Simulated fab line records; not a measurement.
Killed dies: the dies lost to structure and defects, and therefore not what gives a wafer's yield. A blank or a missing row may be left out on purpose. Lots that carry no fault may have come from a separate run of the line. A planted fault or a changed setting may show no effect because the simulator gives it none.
fab line records    flow gf180mcu    part 2 of 2: steps 27 to 35 of 35
record: lots: 5  wafers: 15  lastDay: 33
route steps=602 shown M2@381 V2@382 M3@409
lots untouched by any fault: they come from a run of this same line in which no faults occurred
startH: hours from the record's first day to the start of the lot's first wafer shown    waitH: hours from the lot's prior step to this one    " same as the row above    L1.1+2: a row that stands for several wafers    - either no value or no given start    * or withheld: withheld    < > ~ a bound
route shown NAME@n: names a module that has steps shown in the file, with the first one's number in the route    usual: average and standard deviation across the fault-free wafers    same: alike in all rows    chamber/n: place in a boat    sites: each site's reading    _std_site: standard deviation of those values    _edge_site: the outer-site mean with the inner-site mean subtracted    radiusMm: how far each site lies from the wafer's centre    mask NAME#n: copy n    behind: the most recent tool/chamber to have shaped the wafer    hold: what put the lot on hold/how long, in hours/how the hold closed    device: which transistor (n, p or np) failed to switch    end of line: the tests these same wafers got at the end of their route    a step with no rows: only its recipe    killed: at the first sort, the dies lost to defects and structure; wafer yield is something else    map: a wafer's dies, x killed, . not, _ none there
set.NAME: the setting the step ran with; set.NAME@STEP: the setting that earlier step ran with    model.NAME: the simulator's own value behind a step, which no gauge read
lots seen at some steps along the route; tables by step, rows by wafer
services: the hour from which a tool's chamber was out of use, counted from the record's first day as startH (under 0 if before that day), plus the number of hours and why
== steps ==
step: GF_V2_THK_MEAS_25
recipe: thkMeasGauge: xrf  reads: W_of_V2_CVD_23
usual: V2_W_THK: 333/5.4
lot.wafer  tool          chamber  startH  waitH  V2_W_THK[nm]
L079.2     filmMetro-02  -        520.43  0.1    329
L079.3     "             -        "       "      327
L079.5     "             -        "       "      338
L083.1     filmMetro-02  -        550.89  0.1    334
L083.5     "             -        "       "      330
L083.6     "             -        "       "      338
L084.2     filmMetro-02  -        559.59  0.1    328
L084.4     "             -        "       "      324
L084.5     "             -        "       "      339
L090.2     filmMetro-04  -        600.80  0.1    329
L090.4     "             -        "       "      340
L090.5     "             -        "       "      342
L095.1     filmMetro-04  -        630.58  0.1    331
L095.4     "             -        "       "      333
L095.5     "             -        "       "      332
step: GF_V2_CMP_26
recipe: stopOn: SiO2  downForcePsi: 3.5  platenRpm: 60  tOverpolishS: 15  targetThkNm: 0  padVelocityMS: 0.94248
usual: motorCurrentA: 11.4/0.79  overpolishRunS: 14.999/0.0094  timeToEndpointS: 82/3.2
lot.wafer  tool    chamber  startH  waitH  motorCurrentA  overpolishRunS  timeToEndpointS
L079.3     cmp-02  3        520.48  0.0    11.7           14.993          82
L079.2     "       1        "       "      12.7           14.992          84
L079.5     "       3        "       "      11.0           15.000          87
L083.1     cmp-02  2        550.95  0.1    11.0           14.978          86
L083.6     "       2        "       "      11.6           14.991          86
L083.5     "       3        "       "      11.2           15.014          86
L084.2     cmp-02  0        559.64  0.0    11.7           14.996          83
L084.4     "       1        "       "      12.9           15.021          84
L084.5     "       0        "       "      12.0           15.002          84
L090.2     cmp-02  2        600.95  0.1    11.1           15.002          82
L090.4     "       3        "       "      11.3           14.991          87
L090.5     "       1        "       "      12.9           14.993          84
L095.4     cmp-02  1        630.74  0.1    11.9           15.001          84
L095.1     "       2        "       "      11.1           15.001          80
L095.5     "       3        "       "      11.2           14.998          84
step: GF_M3_SPUTTER_00
recipe: material: Ti  targetThkNm: 37.5  arrivingIonEnergyEv: 80  substrateTempC: 200  chamberPressurePa: 2  powerW: 4000  timeS: 150
usual: throttleValvePct: 29.9/1.1
lot.wafer  tool           chamber  startH  waitH  throttleValvePct
L079.2     pvdSputter-02  -        520.78  0.1    30.6
L079.3     "              -        "       "      28.7
L079.5     "              -        "       "      30.7
L083.1     pvdSputter-04  -        551.25  0.2    28.2
L083.5     "              -        "       "      31.2
L083.6     "              -        "       "      30.2
L084.2     pvdSputter-02  -        559.94  0.2    30.7
L084.4     "              -        "       "      28.6
L084.5     "              -        "       "      31.0
L090.2     pvdSputter-02  -        601.15  0.1    28.8
L090.4     "              -        "       "      28.7
L090.5     "              -        "       "      28.9
L095.1     pvdSputter-01  -        630.94  0.1    31.0
L095.4     "              -        "       "      29.3
L095.5     "              -        "       "      31.1
step: GF_M3_SPUTTER_01
recipe: material: TiN  targetThkNm: 30  powerW: 6500  timeS: 25  chamberPressurePa: 0.4
usual: throttleValvePct: 30.0/1.1
lot.wafer  tool           chamber  startH  waitH  throttleValvePct
L079.2     pvdSputter-02  -        520.88  0.1    30.4
L079.3     "              -        "       "      28.5
L079.5     "              -        "       "      30.3
L083.1     pvdSputter-04  -        551.35  0.1    28.7
L083.5     "              -        "       "      31.2
L083.6     "              -        "       "      30.3
L084.2     pvdSputter-02  -        560.04  0.1    30.4
L084.4     "              -        "       "      28.4
L084.5     "              -        "       "      30.8
L090.2     pvdSputter-02  -        601.25  0.1    28.7
L090.4     "              -        "       "      28.5
L090.5     "              -        "       "      28.9
L095.1     pvdSputter-01  -        631.04  0.1    31.0
L095.4     "              -        "       "      29.2
L095.5     "              -        "       "      31.0
step: GF_M3_SPUTTER_02
recipe: material: AlCu  targetThkNm: 450  powerW: 10600  timeS: 23.9  chamberPressurePa: 0.4
usual: throttleValvePct: 30.0/1.1
lot.wafer  tool           chamber  startH  waitH  throttleValvePct
L079.2     pvdSputter-02  -        520.91  0.0    30.3
L079.3     "              -        "       "      28.6
L079.5     "              -        "       "      30.5
L083.1     pvdSputter-04  -        551.38  0.0    28.3
L083.5     "              -        "       "      31.0
L083.6     "              -        "       "      30.6
L084.2     pvdSputter-02  -        560.07  0.0    30.5
L084.4     "              -        "       "      28.3
L084.5     "              -        "       "      31.1
L090.2     pvdSputter-02  -        601.28  0.0    28.9
L090.4     "              -        "       "      28.4
L090.5     "              -        "       "      28.7
L095.1     pvdSputter-01  -        631.07  0.0    30.7
L095.4     "              -        "       "      29.0
L095.5     "              -        "       "      31.0
step: GF_M3_SPUTTER_03
recipe: material: Ti  targetThkNm: 10  substrateTempC: 300  chamberPressurePa: 0.3  powerW: 3000  timeS: 6.7
usual: throttleValvePct: 29.9/1.1
lot.wafer  tool           chamber  startH  waitH  throttleValvePct
L079.2     pvdSputter-02  -        520.94  0.0    30.4
L079.3     "              -        "       "      28.1
L079.5     "              -        "       "      30.4
L083.1     pvdSputter-04  -        551.41  0.0    28.5
L083.5     "              -        "       "      31.1
L083.6     "              -        "       "      30.3
L084.2     pvdSputter-02  -        560.10  0.0    30.2
L084.4     "              -        "       "      28.5
L084.5     "              -        "       "      30.9
L090.2     pvdSputter-02  -        601.31  0.0    28.9
L090.4     "              -        "       "      28.7
L090.5     "              -        "       "      28.7
L095.1     pvdSputter-01  -        631.10  0.0    31.1
L095.4     "              -        "       "      29.2
L095.5     "              -        "       "      31.5
step: GF_M3_SPUTTER_04
recipe: material: TiN  targetThkNm: 50  powerW: 6500  timeS: 41.7  chamberPressurePa: 0.4
usual: throttleValvePct: 29.9/1.1
lot.wafer  tool           chamber  startH  waitH  throttleValvePct
L079.2     pvdSputter-02  -        520.96  0.0    30.3
L079.3     "              -        "       "      28.5
L079.5     "              -        "       "      30.3
L083.1     pvdSputter-04  -        551.43  0.0    28.3
L083.5     "              -        "       "      31.0
L083.6     "              -        "       "      30.3
L084.2     pvdSputter-02  -        560.12  0.0    30.4
L084.4     "              -        "       "      28.6
L084.5     "              -        "       "      30.6
L090.2     pvdSputter-02  -        601.33  0.0    28.6
L090.4     "              -        "       "      28.5
L090.5     "              -        "       "      29.0
L095.1     pvdSputter-01  -        631.12  0.0    31.2
L095.4     "              -        "       "      29.2
L095.5     "              -        "       "      30.8
step: GF_M3_RS_MEAS_05
recipe: thkMeasGauge: four-point-probe  reads: TiN_of_M3_SPUTTER_04+Ti_of_M3_SPUTTER_03+AlCu_of_M3_SPUTTER_02+TiN_of_M3_SPUTTER_01+Ti_of_M3_SPUTTER_00
usual: M3_ALCU_RS: 0.0699/0.00056
lot.wafer  tool          chamber  startH  waitH  M3_ALCU_RS[ohm/sq]
L079.2     filmMetro-02  -        521.02  0.0    0.0690
L079.3     "             -        "       "      0.0699
L079.5     "             -        "       "      0.0692
L083.1     filmMetro-02  -        551.47  0.0    0.0705
L083.5     "             -        "       "      0.0711
L083.6     "             -        "       "      0.0709
L084.2     filmMetro-01  -        560.18  0.0    0.0693
L084.4     "             -        "       "      0.0701
L084.5     "             -        "       "      0.0699
L090.2     filmMetro-02  -        601.39  0.0    0.0697
L090.4     "             -        "       "      0.0701
L090.5     "             -        "       "      0.0699
L095.1     filmMetro-03  -        631.16  0.0    0.0700
L095.4     "             -        "       "      0.0695
L095.5     "             -        "       "      0.0698
step: GF_M3_THK_MEAS_06
recipe: thkMeasGauge: xrf  reads: AlCu_of_M3_SPUTTER_02
usual: M3_ALCU_THK: 450/4.5
lot.wafer  tool          chamber  startH  waitH  M3_ALCU_THK[nm]
L079.2     filmMetro-02  -        521.13  0.1    458
L079.3     "             -        "       "      447
L079.5     "             -        "       "      452
L083.1     filmMetro-02  -        551.59  0.1    446
L083.5     "             -        "       "      441
L083.6     "             -        "       "      444
L084.2     filmMetro-01  -        560.29  0.1    451
L084.4     "             -        "       "      448
L084.5     "             -        "       "      447
L090.2     filmMetro-02  -        601.50  0.1    449
L090.4     "             -        "       "      450
L090.5     "             -        "       "      450
L095.1     filmMetro-03  -        631.28  0.1    452
L095.4     "             -        "       "      455
L095.5     "             -        "       "      450
== services ==
tool           chamber  startH  hours  kind
pvdSputter-02  -        473.15  14.5   repair
krfScanner-02  -        475.30  3.2    repair
pecvd-03       0        476.00  30.7   repair
rieDiel-01     0        479.66  5.9    repair
cmp-01         -        480.90  3.2    pm
rieDiel-02     1        492.40  9.4    repair
cmp-02         -        496.59  3.4    repair
pvdSputter-01  -        505.14  5.0    repair
hdpcvd-01      -        519.00  6.0    pm
hdpcvd-01      2        527.32  15.0   repair
hdpcvd-01      -        528.46  1.5    repair
krfScanner-02  -        541.94  1.0    pm
cmp-02         -        542.34  1.9    repair
krfScanner-02  -        560.09  2.2    repair
pvdSputter-02  -        565.14  2.4    repair
cvdW-01        1        566.29  2.7    repair
rieDiel-02     -        569.52  0.5    repair
rieDiel-02     2        574.51  32.2   repair
pvdSputter-03  -        586.31  6.3    repair
cvdW-01        -        593.40  5.0    repair
krfScanner-02  -        610.27  0.8    pm
krfScanner-02  -        613.99  1.3    pm
rieDiel-02     2        624.74  7.6    repair
krfScanner-02  -        630.45  3.4    repair
